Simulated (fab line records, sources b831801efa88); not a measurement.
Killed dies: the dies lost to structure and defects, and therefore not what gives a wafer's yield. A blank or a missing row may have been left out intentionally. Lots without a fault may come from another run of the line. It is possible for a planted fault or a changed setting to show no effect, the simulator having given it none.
Problem report in the 8D (eight disciplines) form, filled by code :: flow gf180mcu :: the parts of the form that need people (team, actions taken, sign-off) are left out

1. WHAT WENT WRONG
A mean of 135.4 s is read at GF_STI_ETCH_14 for runLengthS, taken on 1 wafer of 1 lot, against 131.0 s (standard deviation 0.45) on wafers free of any fault. That puts it +9.8 standard deviations away from the usual mean.
The step: etches Si in HBr/Cl2/O2, target depth 360 nm, time 102.9 s.
First observed at day 4 16:53: wafer L597.5, on rieSi-01. At this step, 39 wafers from 13 lots have a number in the record. Rule for "out" (also "out of limits"): further than 4 standard deviations from the usual mean. The rest of the wafers with a number are treated as sound.

2. WHAT IT IS, WHAT IT ISN'T
question: which readings at this step
is: runLengthS
is not: biasW, drypumpMotorCurrentA, oesProductAu, throttleValvePct

question: which lots
is: L597
is not: L585, L586, L587, L588, L590, L599, L600, L601, L602, L606, L607, L608

question: which wafers of those lots
is: L597.5
is not: L597.1, L597.6

question: read on which tools
is: rieSi-01
is not: rieSi-02

question: when
is: from day 4 16:53
is not: up to then (17 sound wafers); but 21 sound wafers of L599, L600, L601, L602, L606, L607, L608 came after

3. THE SUSPECTS, EACH WITH WHAT RULES IT OUT
Counting: any tool at a process step up to the reading remains a suspect provided it ran every lot that is out. Sound lots after the first of them don't rule it out here, since some wafers of a struck lot are sound.
- rieSi-01 at GF_STI_ETCH_14 (etches Si in HBr/Cl2/O2, target depth 360 nm, time 102.9 s): kept. It ran the lot that is out, L597 (day 4 16:53); its last sound lot up to then is L590 (day 3 04:01). Its own runLengthS readings are out on those wafers.
- In rieSi-01 at GF_STI_ETCH_14, the wafers that are out were processed in chamber 0 and their sound lot-mates in chambers 1, 3.
The count leaves rieSi-01 at GF_STI_ETCH_14.

4. THE CAUSE (what the simulator had put in)
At GF_STI_ETCH_14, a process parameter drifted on rieSi-01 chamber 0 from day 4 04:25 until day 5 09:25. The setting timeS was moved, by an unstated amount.
Counting left only this tool.

5. THE CHAIN OF EFFECTS, in route order
Rows list readings where the struck wafers' mean (over those with a number) sits beyond 3 standard deviations from the usual. Readings are gone through only where the record gives a usual standard deviation; hours: the median, over the lots, of the time from a lot's start at the first step in this table giving one to that lot's start at this step; sigmas: the change measured in usual standard deviations.
hours: 0
step: GF_STI_ETCH_14
reading: runLengthS
usual: 131.0 s
on struck wafers: 135.4
change: +4.4
sigmas: +9.8
Its process steps:
- GF_STI_ETCH_14: etches Si in HBr/Cl2/O2, target depth 360 nm, time 102.9 s.

6. HOW IT WOULD HAVE BEEN CAUGHT EARLIER
In this record no reading fell out of limits until day 4 16:53, 12 hours after the fault had begun at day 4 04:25.
